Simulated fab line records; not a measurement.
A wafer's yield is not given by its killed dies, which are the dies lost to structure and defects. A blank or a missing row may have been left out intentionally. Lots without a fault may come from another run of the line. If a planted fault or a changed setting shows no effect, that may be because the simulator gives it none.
Problem report, 8D (eight disciplines) form, completed by code / flow gf180mcu / the parts of the form that need people (team, actions taken, sign-off) are left out

1. THE ISSUE
Across 2 wafers from 2 lots, V2_CVD_02_THK at GF_V2_THK_MEAS_03 averages 541 nm, while fault-free wafers read 846 nm with a standard deviation of 9.5. That puts it -32 standard deviations away from the usual mean.
The first sign was on wafer L358.2 at day 25 00:52, on film_metro-02. Wafers with a number at this step in the record: 40, from 14 lots. The rule behind "out" and "out of limits": a value lying over 4 standard deviations away from the usual mean. Any other wafer with a number is counted as sound.

2. WHAT IT IS, AND WHAT IT ISN'T
question=which readings at this step | is=V2_CVD_02_THK | is not=-
question=which lots | is=L358, L359 | is not=L344, L345, L346, L347, L348, L349, L350, L351, L352, L361, L364, L365
question=which wafers of those lots | is=L358.2, L359.3 | is not=L358.1, L359.5
question=read on which gauges | is=film_metro-02, film_metro-04 | is not=film_metro-01
question=when | is=from day 25 00:52 | is not=up to then (28 sound wafers); but 10 sound wafers of L359, L361, L364, L365 came after

3. THE SUSPECTS, EACH WITH WHAT RULES IT OUT
Counting: if a tool at a process step up to the reading ran every lot that is out, it stays a suspect. Sound lots after the first of them don't rule it out here, since some wafers of a struck lot are sound.
- the gauge at GF_V2_THK_MEAS_03 is ruled out. 2 gauges (film_metro-02, film_metro-04) read the wafers that are out.
- pecvd-04 at GF_V2_CVD_02 (deposits SiO2 from TEOS, target thk 850 nm, time 94.851 s): kept. It ran every lot that is out, first L358 (day 25 00:48); its last sound lot up to then is L352 (day 22 18:27).
After counting, what remains is pecvd-04 at GF_V2_CVD_02.

4. THE CAUSE (what the simulator had put in)
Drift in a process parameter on pecvd-04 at GF_V2_CVD_02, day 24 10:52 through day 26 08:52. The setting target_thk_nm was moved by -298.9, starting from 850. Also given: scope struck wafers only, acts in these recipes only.
Only this tool survived the counting.

5. THE EFFECT CHAIN, in route order
Each row: a reading where the mean over the struck wafers with a number is more than 3 standard deviations away from the usual. Readings are gone through only where the record gives a usual standard deviation; hours: the median, over the lots, of the time from a lot's start at the first step in this table giving one to that lot's start at this step; sigmas: the change measured in usual standard deviations.
hours=0; step=GF_V2_THK_MEAS_03; reading=V2_CVD_02_THK; usual=846 nm; on struck wafers=541; change=-305; sigmas=-32
hours=0; step=GF_V2_CMP_04; reading=time_to_endpoint_s; usual=79 s; on struck wafers=42; change=-36; sigmas=-7.8
hours=-; step=GF_V2_ETCH_17; reading=oes_product_au; usual=0.856 a.u.; on struck wafers=0.785; change=-0.071; sigmas=-15
Its process steps:
- GF_V2_CMP_04: polishes SiO2.
- GF_V2_ETCH_17: etches SiO2 in C4F8/O2/Ar, stops on TiN, target depth 630 nm.

6. HOW IT WOULD HAVE BEEN CAUGHT EARLIER
In this record the first reading out of limits at a measuring or inspecting step was taken at day 25 00:52, 14 hours after the fault began at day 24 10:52.
Tool readings at GF_V2_CVD_02 with a usual standard deviation given in the record: none out on any struck wafer, hence no alarm at a limit of 4 standard deviations on them.
L359, from the lots that are out (2), started GF_V2_CVD_02 on pecvd-04 later than day 25 00:52. A hold on the tool at that time would have spared it.
